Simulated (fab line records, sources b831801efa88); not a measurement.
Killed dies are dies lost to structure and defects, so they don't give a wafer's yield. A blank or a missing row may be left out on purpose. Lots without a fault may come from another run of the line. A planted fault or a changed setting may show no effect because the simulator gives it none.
A struck lot beside a sound one | flow sky130 | 15 steps out of a route of 708
Sound: wafers L751.1, L751.3, L751.6. Struck: wafers L760.3, L760.4, L760.6. The cause comes at the end.
At each step with rows: each side's tool, then ch and its chambers, then its first start. Under that, the readings that differ: sound wafers | struck wafers | difference of the means | sigmas: that difference in standard deviations of wafers without a fault.
alike: readings whose means differ by less than 2 such deviations, and words and numbers that are the same on both sides. not compared: withheld readings, readings that some wafer has no value for, bounds like >300 that may hide the same value, and numbers for which the record gives no deviation and whose values overlap.
The two part at a step that has a row with sigmas, a row that says differs or no value, or rows on one side only. Numbers that don't overlap but have no deviation are shown without sigmas and don't part them. A reading that every wafer of one side lacks parts them only if that side has two wafers or more.

SKY_VIA3_OVL_MEAS_13:
  sound on overlay-01, day 40 07:24; struck on overlay-02, day 43 02:17
  alike: VIA3_OVL
then, 1 step without rows for these wafers: SKY_VIA3_ETCH_14 (etches BARC in N2/H2, stops on SiO2, time 45.9 s, target depth 60 nm).
SKY_VIA3_ETCH_15: etches SiO2 in C4F8/O2/Ar, stops on TiN, target depth 507 nm, time 78 s.
  sound on rie_diel-04 ch 0,2,3, day 40 07:29; struck on rie_diel-01 ch 0,2,3, day 43 02:21
  alike: oes_product_au
  not compared: rf_hours_counter_h
SKY_VIA3_STRIP_16: strips in O2/N2.
  sound on plasma_asher-01 ch 0,1, day 40 07:32; struck on plasma_asher-04 ch 0,1, day 43 02:26
  alike: drypump_motor_current_A, oes_product_au, strip_time_to_endpoint_s
  not compared: rf_hours_counter_h
then, 3 steps without rows for these wafers: SKY_VIA3_STRIP_17 (strips in post etch residue remover, time 1200 s); SKY_VIA3_CLEAN_18 (cleans in IPA, time 180 s); SKY_VIA3_CLEAN_19 (cleans in O3/DIW).
SKY_VIA3_SPUTTER_20: material TiN, target thk 20 nm, time 80 s.
  sound on pvd_sputter-02, day 40 08:11; struck on pvd_sputter-03, day 43 03:02
  alike: throttle_valve_pct
SKY_VIA3_CVD_21: deposits W, target thk 390 nm, time 117.31 s.
  sound on cvd_w-01 ch 0, day 40 08:14; struck on cvd_w-02 ch 0,1, day 43 03:08
  alike: heater_power_w
SKY_VIA3_RS_MEAS_22: measures by four-point-probe.
  sound on film_metro-02, day 40 08:22; struck on film_metro-02, day 43 03:16
  alike: VIA3_W_RS
SKY_VIA3_THK_MEAS_23: measures by xrf.
  sound on film_metro-02, day 40 08:29; struck on film_metro-02, day 43 03:22
  alike: VIA3_W_THK
then, 1 step without rows for these wafers: SKY_VIA3_CMP_24 (polishes, stops on SiO2, t overpolish 20 s, target thk 0 nm).
SKY_METAL4_SPUTTER_00: material Ti, target thk 15 nm, time 10 s.
  sound on pvd_sputter-02, day 40 08:50; struck on pvd_sputter-02, day 43 03:42
  reading                                   | sound             | struck            | difference | sigmas
  model.Ti_of_METAL4_SPUTTER_00.thk_nm (nm) | 14.79 14.93 14.83 | 13.54 13.37 13.44 | -1.40      |
  alike: throttle_valve_pct
SKY_METAL4_SPUTTER_01: material TiN, target thk 20 nm, time 16.7 s.
  sound on pvd_sputter-02, day 40 08:52; struck on pvd_sputter-02, day 43 03:44
  alike: throttle_valve_pct
-- the record jumps here: 6 days lie between the struck wafers' starts before and after (it left off in module METAL4 and takes up again in module PAD_OPEN, whose first step shown is number 708 of the route) --
SKY_PAD_OPEN_PROBE_99:
  sound on prober-01, day 46 08:53; struck on prober-02, day 48 17:40
  alike: defect_limited_yield, killed_at_M0_to_M3, killed_at_M4_up, killed_at_contacts, killed_at_front_end, killed_at_other, killed_dies, killed_open, killed_short, sort_bin_3_pad_short, sort_bin_5_function, sort_bin_6_memory, sort_n_pass, sort_yield_pct

WHERE THEY PART
Nowhere in this record.

WHY: what the simulator had put in
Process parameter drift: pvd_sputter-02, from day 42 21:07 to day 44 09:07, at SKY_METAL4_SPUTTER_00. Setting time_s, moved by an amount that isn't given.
